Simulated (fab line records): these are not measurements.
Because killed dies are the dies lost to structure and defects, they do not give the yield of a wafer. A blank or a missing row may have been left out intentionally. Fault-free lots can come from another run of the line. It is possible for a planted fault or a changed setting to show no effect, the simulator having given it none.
Chamber matching    flow gf180mcu    cmp-02 running GF_V5_CMP_26: 4 sister chambers
The step polishes, stops on SiO2, t overpolish 15 s, target thk 0 nm. 4 wafers are shown with their chamber, then 9 later ones without.

== WAFERS WITH THEIR CHAMBER ==
wafer   chamber  motor_current_A (A)
L951.4  2        14.6
L955.1  0        13.5
L955.2  3        13.4
L955.4  1        8.2

== WAFERS WITH NO CHAMBER GIVEN ==
wafer   motor_current_A (A)
L956.1  8.8
L956.2  15.5
L956.4  13.5
L957.2  9.0
L957.3  13.5
L957.6  13.4
L960.2  13.3
L960.3  13.6
L960.4  14.8

== WHICH CHAMBER EACH WENT THROUGH ==
wafer   from the rows above           in truth
L956.1  1                             1
L956.2  2                             2
L956.4  can't be placed: 0 or 3       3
L957.2  1                             1
L957.3  can't be placed: 0 or 3       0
L957.6  can't be placed: 3 or 0       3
L960.2  can't be placed: 3 or 0       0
L960.3  can't be placed: 0 or 3 or 2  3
L960.4  2                             2
Correctly placed: 4 of 9. Can't be placed from these rows: 5 (the true chamber is among the candidates in 5). Number placed wrongly: 0.
How it was worked out, from the rows above alone: a wafer's distance from a chamber is the root of the sum, over the readings, of the square of ((its reading less the chamber's mean) divided by the reading's scatter). The wafer belongs to the nearest chamber; if the next one is less than 2 further off, it can't be placed. For every chamber, the mean is computed from those of its wafers that are shown. The scatter (one wafer shown for each chamber): square how far every hidden wafer sits from the nearest shown wafer, average those squares and take the square root.
